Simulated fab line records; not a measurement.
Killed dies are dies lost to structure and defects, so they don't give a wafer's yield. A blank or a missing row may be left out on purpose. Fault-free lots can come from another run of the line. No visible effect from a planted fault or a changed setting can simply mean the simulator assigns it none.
Which tool was responsible?	flow gf180mcu	at 1 step of a route of 602, 7 lots with 21 wafers sampled

== WHAT THE GAUGES SHOWED, per wafer ==
GF_V1_THK_MEAS_01.
lot	measured	on	V1_CVD_00_THK (nm)
L122	day 17 20:43	film metro-02	603 619 606
L126	day 19 05:58	film metro-02	599 602 595
L128	day 20 02:19	film metro-03	599 602 596
L131	day 21 08:55	film metro-02	601 602 609
L135	day 22 20:41	film metro-01	595 594 595
L140	day 24 15:14	film metro-03	599 596 593
L143	day 25 05:49	film metro-03	586 587 604

== WHICH TOOL RAN EACH LOT (tool, then ch and the chambers of the sampled wafers, then the start) ==
There is no process step in the record ahead of these readings.

== THE ANSWER, worked out from the rows above alone ==
Rule: the lots themselves supply what counts as usual. Put in order of their means at a reading, lots are off if they are a third of the lots or fewer, leave a main group of 4 or more, and stand apart from it by a gap of 3 or more times the standard deviation of the main group's means; of several such gaps the widest counts. If all means in a main group match to the digits the tables above print for the reading, that group is not used. A lot without any number at a reading at which 4 lots or more have one is off too. The other lots that the step has rows for count as sound.
No lot is off at any reading shown: from this, nothing can be told.

== WHAT WAS PUT IN BY THE SIMULATOR ==
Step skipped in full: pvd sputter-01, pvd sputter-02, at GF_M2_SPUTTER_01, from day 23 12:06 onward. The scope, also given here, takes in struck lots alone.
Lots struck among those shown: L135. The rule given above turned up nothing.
